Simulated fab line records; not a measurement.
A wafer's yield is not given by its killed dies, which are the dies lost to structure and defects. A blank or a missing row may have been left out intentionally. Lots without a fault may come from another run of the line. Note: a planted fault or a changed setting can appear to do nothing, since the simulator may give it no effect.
fab line records	flow sky130
[record] lots = 14	wafers = 42	last-day = 50
route steps=708 shown VIA3@596 METAL5@663 PASSIVATION@682
lots untouched by any fault: they come from a run of this same line in which no faults occurred
start-h: start of the lot's first displayed wafer, in hours after the record's first day	wait-h: how many hours have passed since the lot's step before this one	" repeats the value in the row above	L1.1+2: one row covering several wafers at once	- no value present, or no start provided	* or withheld: withheld	< > ~ a bound
route shown NAME@n: a module of which the file shows steps, and the number in the route of the first	usual: mean/standard deviation of fault-free wafers	same: alike in all rows	chamber/n: place in a boat	sites: the reading at each site	_std_site: how widely they spread, as a standard deviation	_edge_site: inner sites' mean taken away from outer sites' mean	radius-mm: how far each site lies from the wafer's centre	mask NAME#n: copy n	behind: the most recent tool/chamber to have shaped the wafer	hold: cause of the lot's hold/its duration in hours/its outcome	device: the transistor (n, p or np) that didn't switch	end of line: the same wafers' tests at the end of the route	step lacking rows: just its recipe	killed: dies that structure and defects cost at the first sort, which is not the same as the wafer's yield	map: shows each die of a wafer: x if killed, . if not, _ if none is there
set.NAME: setting as actually run; set.NAME@STEP: the setting as run at that earlier step	model.NAME: the simulator's own value behind a step, which no gauge read
steps of the route over a sample of lots; a table a step, a row a wafer
services: from which hour (start-h, from the record's first day; less than 0 if before it) a tool's chamber was out of use, for how many hours, and why
[[steps]]
[step SKY_VIA3_THK_MEAS_23]
[recipe] thk-meas-gauge = xrf	reads = W_of_VIA3_CVD_21
[usual] VIA3_W_THK = 388/6.8
lot.wafer	tool	chamber	start-h	wait-h	VIA3_W_THK[nm]
L836.1	film-metro-03	-	919.93	0.1	389
L836.5	"	-	"	"	376
L836.6	"	-	"	"	392
L838.1	film-metro-04	-	941.58	0.1	375
L838.2	"	-	"	"	386
L838.4	"	-	"	"	391
L840.3	film-metro-04	-	949.21	0.1	386
L840.4	"	-	"	"	382
L840.6	"	-	"	"	385
L842.3	film-metro-04	-	962.03	0.1	385
L842.5	"	-	"	"	389
L842.6	"	-	"	"	387
L846.3	film-metro-04	-	993.38	0.1	388
L846.5	"	-	"	"	385
L846.6	"	-	"	"	387
L850.1	film-metro-01	-	1020.71	0.1	383
L850.2	"	-	"	"	384
L850.5	"	-	"	"	383
L851.2	film-metro-01	-	1055.77	0.1	395
L851.3	"	-	"	"	392
L851.5	"	-	"	"	393
L852.3	film-metro-04	-	1058.84	0.1	387
L852.4	"	-	"	"	393
L852.6	"	-	"	"	377
L855.1	film-metro-04	-	1063.46	0.1	389
L855.2	"	-	"	"	398
L855.3	"	-	"	"	383
L853.1	film-metro-03	-	1065.11	0.1	391
L853.3	"	-	"	"	377
L853.4	"	-	"	"	394
L856.2	film-metro-04	-	1065.42	0.1	391
L856.4	"	-	"	"	395
L856.6	"	-	"	"	397
L857.2	film-metro-04	-	1066.33	0.1	386
L857.3	"	-	"	"	393
L857.5	"	-	"	"	396
L858.2	film-metro-03	-	1069.68	0.1	390
L858.3	"	-	"	"	388
L858.5	"	-	"	"	391
L859.2	film-metro-03	-	1075.52	0.1	387
L859.5	"	-	"	"	384
L859.6	"	-	"	"	391
[step SKY_METAL5_SPUTTER_02]
[recipe] material = AlCu	target-thk-nm = 1150	power-w = 10600	time-s = 61.2	chamber-pressure-pa = 0.4
[usual] throttle-valve-pct = 29.7/1.2
lot.wafer	tool	chamber	start-h	wait-h	throttle-valve-pct
L836.1	pvd-sputter-02	-	995.81	0.0	30.9
L836.5	"	-	"	"	31.0
L836.6	"	-	"	"	29.9
L838.1	pvd-sputter-04	-	1014.81	0.0	28.6
L838.2	"	-	"	"	30.7
L838.4	"	-	"	"	28.5
L840.3	pvd-sputter-04	-	1025.17	0.0	28.7
L840.4	"	-	"	"	28.4
L840.6	"	-	"	"	28.5
L842.3	pvd-sputter-04	-	1033.72	0.0	30.8
L842.5	"	-	"	"	31.3
L842.6	"	-	"	"	30.9
L846.3	pvd-sputter-04	-	1063.91	0.0	31.0
L846.5	"	-	"	"	28.5
L846.6	"	-	"	"	30.8
L850.1	pvd-sputter-03	-	1088.66	0.0	27.9
L850.2	"	-	"	"	29.5
L850.5	"	-	"	"	28.0
L851.2	pvd-sputter-03	-	1120.98	0.0	31.7
L851.3	"	-	"	"	29.6
L851.5	"	-	"	"	28.0
L852.3	pvd-sputter-04	-	1122.21	0.0	28.4
L852.4	"	-	"	"	28.2
L852.6	"	-	"	"	28.6
L855.1	pvd-sputter-04	-	1126.25	0.0	28.7
L855.2	"	-	"	"	31.1
L855.3	"	-	"	"	28.6
L853.1	pvd-sputter-03	-	1128.85	0.0	29.6
L853.3	"	-	"	"	28.1
L853.4	"	-	"	"	29.7
L856.2	pvd-sputter-02	-	1129.11	0.0	30.2
L856.4	"	-	"	"	31.0
L856.6	"	-	"	"	29.3
L857.2	pvd-sputter-04	-	1129.21	0.0	31.0
L857.3	"	-	"	"	28.4
L857.5	"	-	"	"	28.6
L858.2	pvd-sputter-04	-	1133.87	0.0	28.6
L858.3	"	-	"	"	30.7
L858.5	"	-	"	"	28.3
L859.2	pvd-sputter-04	-	1139.08	0.0	28.7
L859.5	"	-	"	"	28.4
L859.6	"	-	"	"	28.7
[step SKY_METAL5_SPUTTER_03]
[recipe] material = Ti	target-thk-nm = 5	power-w = 3000	time-s = 3.3	chamber-pressure-pa = 0.4
[usual] throttle-valve-pct = 29.7/1.2
[same] time-s = 3.3
lot.wafer	tool	chamber	start-h	wait-h	throttle-valve-pct
L836.1	pvd-sputter-02	-	995.86	0.0	31.1
L836.5	"	-	"	"	31.2
L836.6	"	-	"	"	30.1
L838.1	pvd-sputter-04	-	1014.86	0.0	28.6
L838.2	"	-	"	"	30.8
L838.4	"	-	"	"	28.6
L840.3	pvd-sputter-04	-	1025.22	0.0	28.1
L840.4	"	-	"	"	28.2
L840.6	"	-	"	"	28.9
L842.3	pvd-sputter-04	-	1033.77	0.0	31.0
L842.5	"	-	"	"	31.3
L842.6	"	-	"	"	30.9
L846.3	pvd-sputter-04	-	1063.96	0.0	31.0
L846.5	"	-	"	"	28.5
L846.6	"	-	"	"	30.7
L850.1	pvd-sputter-03	-	1088.71	0.0	27.9
L850.2	"	-	"	"	29.7
L850.5	"	-	"	"	27.9
L851.2	pvd-sputter-03	-	1121.03	0.0	31.6
L851.3	"	-	"	"	29.6
L851.5	"	-	"	"	28.2
L852.3	pvd-sputter-04	-	1122.26	0.0	28.7
L852.4	"	-	"	"	28.5
L852.6	"	-	"	"	28.6
L855.1	pvd-sputter-04	-	1126.30	0.0	28.6
L855.2	"	-	"	"	31.1
L855.3	"	-	"	"	28.3
L853.1	pvd-sputter-03	-	1128.90	0.0	29.7
L853.3	"	-	"	"	27.8
L853.4	"	-	"	"	29.8
L856.2	pvd-sputter-02	-	1129.16	0.0	30.1
L856.4	"	-	"	"	31.1
L856.6	"	-	"	"	29.2
L857.2	pvd-sputter-04	-	1129.26	0.0	30.7
L857.3	"	-	"	"	28.6
L857.5	"	-	"	"	28.9
L858.2	pvd-sputter-04	-	1133.92	0.0	28.5
L858.3	"	-	"	"	30.8
L858.5	"	-	"	"	28.5
L859.2	pvd-sputter-04	-	1139.13	0.0	28.5
L859.5	"	-	"	"	28.2
L859.6	"	-	"	"	28.9
[step SKY_METAL5_RS_MEAS_05]
[recipe] thk-meas-gauge = four-point-probe	reads = TiN_of_METAL5_SPUTTER_04+Ti_of_METAL5_SPUTTER_03+AlCu_of_METAL5_SPUTTER_02+TiN_of_METAL5_SPUTTER_01+Ti_of_METAL5_SPUTTER_00
[usual] METAL5_ALCU_RS = 0.0271/0.00031
lot.wafer	tool	chamber	start-h	wait-h	hold	METAL5_ALCU_RS[ohm/sq]
L836.1	film-metro-02	-	995.92	0.0	-	0.0274
L836.5	"	-	"	"	-	0.0278
L836.6	"	-	"	"	-	0.0279
L838.1	film-metro-04	-	1014.96	0.1	-	0.0269
L838.2	"	-	"	"	-	0.0268
L838.4	"	-	"	"	-	0.0273
L840.3	film-metro-04	-	1025.32	0.1	-	0.0266
L840.4	"	-	"	"	-	0.0269
L840.6	"	-	"	"	-	0.0268
L842.3	film-metro-01	-	1033.88	0.1	await-dispo/0.2h/release	0.0194
L842.5	"	-	"	"	await-dispo/0.2h/release	0.0196
L842.6	"	-	"	"	await-dispo/0.2h/release	0.0193
L842.3	film-metro-01	-	1034.17	0.3	-	0.0194
L842.5	"	-	"	"	-	0.0196
L842.6	"	-	"	"	-	0.0194
L846.3	film-metro-04	-	1064.07	0.1	await-dispo/0.2h/release	0.0195
L846.5	"	-	"	"	await-dispo/0.2h/release	0.0198
L846.6	"	-	"	"	await-dispo/0.2h/release	0.0195
L846.3	film-metro-04	-	1064.35	0.3	-	0.0194
L846.5	"	-	"	"	-	0.0198
L846.6	"	-	"	"	-	0.0195
L850.1	film-metro-04	-	1088.78	0.0	-	0.0273
L850.2	"	-	"	"	-	0.0271
L850.5	"	-	"	"	-	0.0272
L851.2	film-metro-02	-	1121.12	0.0	-	0.0269
L851.3	"	-	"	"	-	0.0268
L851.5	"	-	"	"	-	0.0269
L852.3	film-metro-01	-	1122.37	0.1	-	0.0266
L852.4	"	-	"	"	-	0.0267
L852.6	"	-	"	"	-	0.0268
L855.1	film-metro-02	-	1126.37	0.0	-	0.0267
L855.2	"	-	"	"	-	0.0263
L855.3	"	-	"	"	-	0.0266
L853.1	film-metro-04	-	1128.96	0.0	-	0.0268
L853.3	"	-	"	"	-	0.0271
L853.4	"	-	"	"	-	0.0268
L856.2	film-metro-02	-	1129.25	0.0	-	0.0274
L856.4	"	-	"	"	-	0.0275
L856.6	"	-	"	"	-	0.0271
L857.2	film-metro-01	-	1129.35	0.0	-	0.0273
L857.3	"	-	"	"	-	0.0274
L857.5	"	-	"	"	-	0.0272
L858.2	film-metro-04	-	1134.01	0.0	-	0.0269
L858.3	"	-	"	"	-	0.0272
L858.5	"	-	"	"	-	0.0271
L859.2	film-metro-02	-	1139.22	0.0	-	0.0270
L859.5	"	-	"	"	-	0.0268
L859.6	"	-	"	"	-	0.0265
[step SKY_METAL5_THK_MEAS_06]
[recipe] thk-meas-gauge = xrf	reads = AlCu_of_METAL5_SPUTTER_02
[usual] METAL5_ALCU_THK = 1171/15
lot.wafer	tool	chamber	start-h	wait-h	hold	METAL5_ALCU_THK[nm]
L836.1	film-metro-02	-	996.04	0.1	-	1156
L836.5	"	-	"	"	-	1134
L836.6	"	-	"	"	-	1122
L838.1	film-metro-04	-	1015.08	0.1	-	1171
L838.2	"	-	"	"	-	1184
L838.4	"	-	"	"	-	1155
L840.3	film-metro-04	-	1025.42	0.1	-	1189
L840.4	"	-	"	"	-	1171
L840.6	"	-	"	"	-	1176
L842.3	film-metro-01	-	1036.91	2.7	await-dispo/0.2h/release	1646
L842.5	"	-	"	"	await-dispo/0.2h/release	1619
L842.6	"	-	"	"	await-dispo/0.2h/release	1651
L842.3	film-metro-01	-	1037.17	0.2	-	1637
L842.5	"	-	"	"	-	1614
L842.6	"	-	"	"	-	1646
L846.3	film-metro-04	-	1066.34	2.0	await-dispo/0.2h/release	1641
L846.5	"	-	"	"	await-dispo/0.2h/release	1603
L846.6	"	-	"	"	await-dispo/0.2h/release	1623
L846.3	film-metro-04	-	1066.57	0.2	-	1637
L846.5	"	-	"	"	-	1605
L846.6	"	-	"	"	-	1640
L850.1	film-metro-04	-	1088.90	0.1	-	1156
L850.2	"	-	"	"	-	1165
L850.5	"	-	"	"	-	1157
L851.2	film-metro-02	-	1121.23	0.1	-	1183
L851.3	"	-	"	"	-	1183
L851.5	"	-	"	"	-	1179
L852.3	film-metro-01	-	1122.47	0.1	-	1190
L852.4	"	-	"	"	-	1190
L852.6	"	-	"	"	-	1182
L855.1	film-metro-02	-	1126.49	0.1	-	1185
L855.2	"	-	"	"	-	1209
L855.3	"	-	"	"	-	1191
L853.1	film-metro-04	-	1129.08	0.1	-	1188
L853.3	"	-	"	"	-	1167
L853.4	"	-	"	"	-	1189
L856.2	film-metro-02	-	1129.36	0.1	-	1149
L856.4	"	-	"	"	-	1150
L856.6	"	-	"	"	-	1170
L857.2	film-metro-01	-	1129.46	0.1	-	1169
L857.3	"	-	"	"	-	1147
L857.5	"	-	"	"	-	1162
L858.2	film-metro-04	-	1134.12	0.1	-	1182
L858.3	"	-	"	"	-	1178
L858.5	"	-	"	"	-	1177
L859.2	film-metro-02	-	1139.33	0.1	-	1174
L859.5	"	-	"	"	-	1177
L859.6	"	-	"	"	-	1194
[step SKY_METAL5_METAL_ETCH_15]
[recipe] target-depth-a = 12600	stop-on = SiO2	over-etch-frac = 0.2	time-s = 252	chemistry = Cl2/BCl3	resist-sidewall-deg = 86	pressure-mtorr = 10	icp-w = 900	bias-w = 48.5	Cl2_flow_sccm = 60	bcl3-flow-sccm = 30
[usual] drypump-motor-current-A = 5.9/0.47	oes-product-au = 0.895/0.0057	throttle-valve-pct = 22.263/0.0093
[same] time-s = 252
lot.wafer	tool	chamber	start-h	wait-h	drypump-motor-current-A	oes-product-au	rf-hours-counter-h	throttle-valve-pct
L836.1	rie-metal-03	0	1017.99	0.0	6.3	0.899	13	22.258
L836.5	"	1	"	"	5.8	0.891	-	22.268
L836.6	"	0	"	"	6.4	0.891	-	22.254
L838.1	rie-metal-03	0	1036.24	0.0	6.4	0.887	14	22.266
L838.2	"	1	"	"	5.8	0.894	23	22.267
L838.4	"	0	"	"	6.3	0.896	-	22.265
L840.3	rie-metal-03	0	1047.12	0.1	6.4	0.901	-	22.257
L840.4	"	1	"	"	5.9	0.897	-	22.268
L840.6	"	1	"	"	5.9	0.896	-	22.246
L842.3	rie-metal-04	0	1055.97	0.1	5.7	1.003	-	22.269
L842.5	"	1	"	"	6.0	1.017	-	22.250
L842.6	"	0	"	"	5.7	1.007	-	22.260
L846.3	rie-metal-01	0	1084.67	0.1	6.3	1.017	-	22.258
L846.5	"	1	"	"	5.0	1.000	-	22.269
L846.6	"	0	"	"	6.3	1.011	-	22.265
L850.1	rie-metal-01	1	1109.19	0.0	5.0	0.890	12	22.253
L850.2	"	0	"	"	6.3	0.891	6	22.246
L850.5	"	0	"	"	6.3	0.890	-	22.252
L851.2	rie-metal-04	1	1139.35	0.0	6.0	0.903	26	22.251
L851.3	"	1	"	"	6.0	0.892	-	22.273
L851.5	"	0	"	"	5.7	0.894	-	22.264
L852.3	rie-metal-04	1	1141.02	0.1	6.0	0.892	-	22.261
L852.4	"	0	"	"	5.7	0.892	-	22.273
L852.6	"	0	"	"	5.7	0.894	-	22.269
L855.1	rie-metal-01	0	1145.04	0.0	6.3	0.890	8	22.268
L855.2	"	1	"	"	5.0	0.900	15	22.270
L855.3	"	1	"	"	5.0	0.893	-	22.272
L853.1	rie-metal-01	1	1146.59	0.0	5.0	0.885	15	22.262
L853.3	"	0	"	"	6.3	0.893	-	22.255
L853.4	"	1	"	"	5.0	0.891	-	22.256
L856.2	rie-metal-04	0	1146.90	0.0	5.7	0.898	17	22.274
L856.4	"	0	"	"	5.7	0.895	-	22.264
L856.6	"	1	"	"	6.0	0.899	-	22.263
L857.2	rie-metal-01	0	1147.55	0.0	6.4	0.884	8	22.265
L857.3	"	0	"	"	6.3	0.898	-	22.260
L857.5	"	0	"	"	6.4	0.881	-	22.262
L858.2	rie-metal-01	0	1152.39	0.0	6.3	0.897	9	22.255
L858.3	"	0	"	"	6.3	0.889	-	22.261
L858.5	"	0	"	"	6.3	0.885	-	22.250
L859.2	rie-metal-04	1	1156.80	0.0	6.0	0.900	27	22.262
L859.5	"	1	"	"	6.0	0.891	-	22.253
L859.6	"	0	"	"	5.7	0.900	-	22.266
[step SKY_PASSIVATION_THK_MEAS_01]
[recipe] reads = SiO2_of_PASSIVATION_CVD_00
[usual] PASSIVATION_CVD_00_THK = 90.2/1.8
lot.wafer	tool	chamber	start-h	wait-h	PASSIVATION_CVD_00_THK[nm]
L836.1	film-metro-01	-	1018.84	-	91.8
L836.5	"	-	"	"	92.4
L836.6	"	-	"	"	89.5
L838.1	film-metro-01	-	1037.09	-	91.7
L838.2	"	-	"	"	89.2
L838.4	"	-	"	"	89.0
L840.3	film-metro-01	-	1047.91	-	88.1
L840.4	"	-	"	"	91.0
L840.6	"	-	"	"	87.2
L850.1	film-metro-03	-	1110.08	-	90.1
L850.2	"	-	"	"	87.6
L850.5	"	-	"	"	91.2
L851.2	film-metro-04	-	1140.24	-	90.2
L851.3	"	-	"	"	93.1
L851.5	"	-	"	"	92.2
L852.3	film-metro-04	-	1141.85	-	91.6
L852.4	"	-	"	"	91.6
L852.6	"	-	"	"	91.9
L855.1	film-metro-04	-	1145.92	-	85.9
L855.2	"	-	"	"	89.0
L855.3	"	-	"	"	87.8
L853.1	film-metro-03	-	1147.45	-	91.0
L853.3	"	-	"	"	92.8
L853.4	"	-	"	"	91.8
L856.2	film-metro-04	-	1147.76	-	91.3
L856.4	"	-	"	"	91.3
L856.6	"	-	"	"	91.6
L857.2	film-metro-01	-	1148.41	-	87.5
L857.3	"	-	"	"	89.2
L857.5	"	-	"	"	88.5
L858.2	film-metro-04	-	1153.31	-	91.1
L858.3	"	-	"	"	90.3
L858.5	"	-	"	"	91.6
L859.2	film-metro-01	-	1157.73	-	88.3
L859.5	"	-	"	"	90.1
L859.6	"	-	"	"	90.8
[[services]]
tool	chamber	start-h	hours	kind
pvd-sputter-03	2	980.67	-	consumable-replace:kit
pvd-sputter-03	2	980.67	18.0	scheduled-down
pvd-sputter-03	2	980.67	18.0	vent-cycle
rie-metal-01	0	982.90	-	clean
rie-metal-01	0	982.90	26.1	scheduled-down
rie-metal-01	0	982.90	26.1	vent-cycle
rie-metal-01	1	1001.88	12.3	repair
pvd-sputter-03	-	1020.89	9.8	repair
pvd-sputter-04	3	1025.28	-	consumable-replace:kit
pvd-sputter-04	3	1025.28	18.0	scheduled-down
pvd-sputter-04	3	1025.28	18.0	vent-cycle
rie-metal-03	1	1052.55	9.4	repair
pvd-sputter-02	-	1060.50	0.9	repair
pvd-sputter-02	-	1063.43	0.7	repair
pvd-sputter-02	1	1070.66	-	consumable-replace:kit
pvd-sputter-03	1	1096.58	-	consumable-replace:kit
pvd-sputter-03	1	1096.58	18.0	scheduled-down
pvd-sputter-03	1	1096.58	18.0	vent-cycle
pvd-sputter-02	-	1108.76	1.9	repair
rie-metal-01	0	1110.88	9.3	repair
pvd-sputter-04	2	1123.89	-	consumable-replace:kit
pvd-sputter-04	2	1123.89	18.0	scheduled-down
pvd-sputter-04	2	1123.89	18.0	vent-cycle
pvd-sputter-03	-	1152.18	2.4	repair
[[key]]
[first-sign] step = SKY_METAL5_RS_MEAS_05	reading = visit	direction = added
[effect] step = SKY_METAL5_RS_MEAS_05	reading = METAL5_ALCU_RS	direction = down	sigmas = 25	usual = 0.0271	struck = 0.0195
[effect] step = SKY_METAL5_THK_MEAS_06	reading = visit	direction = added
[effect] step = SKY_METAL5_THK_MEAS_06	reading = METAL5_ALCU_THK	direction = up	sigmas = 30	usual = 1171	struck = 1630
[effect] step = SKY_METAL5_METAL_ETCH_15	reading = oes-product-au	direction = up	sigmas = 20	usual = 0.895	struck = 1.009
met-at SKY_METAL5_SPUTTER_02
struck-lots L842,L846
later-rows-left-out L842.3,L842.5,L842.6,L846.3,L846.5,L846.6
sort-left-out L842.3,L842.5,L842.6,L846.3,L846.5,L846.6
not-acting-at SKY_VIA3_THK_MEAS_23,SKY_METAL5_SPUTTER_03,SKY_PASSIVATION_THK_MEAS_01
onset-between 1025.17 1033.72
[fault] kind = process-parameter-drift	tool = pvd-sputter-04	chamber = -	onset-h = 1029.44	steps = SKY_METAL5_SPUTTER_02	channel = target-thk-nm	offset = 431.18	shape = step	end-h = 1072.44	acts-in = these-recipes-only	stated = 1150
// sort-left-out: the simulated sort isn't trusted on such a fault, so these wafers' sort isn't shown, and their yield isn't known
// later-rows-left-out: the simulator's readings of these wafers behind a module that went badly wrong aren't trusted and aren't shown, but for the sort
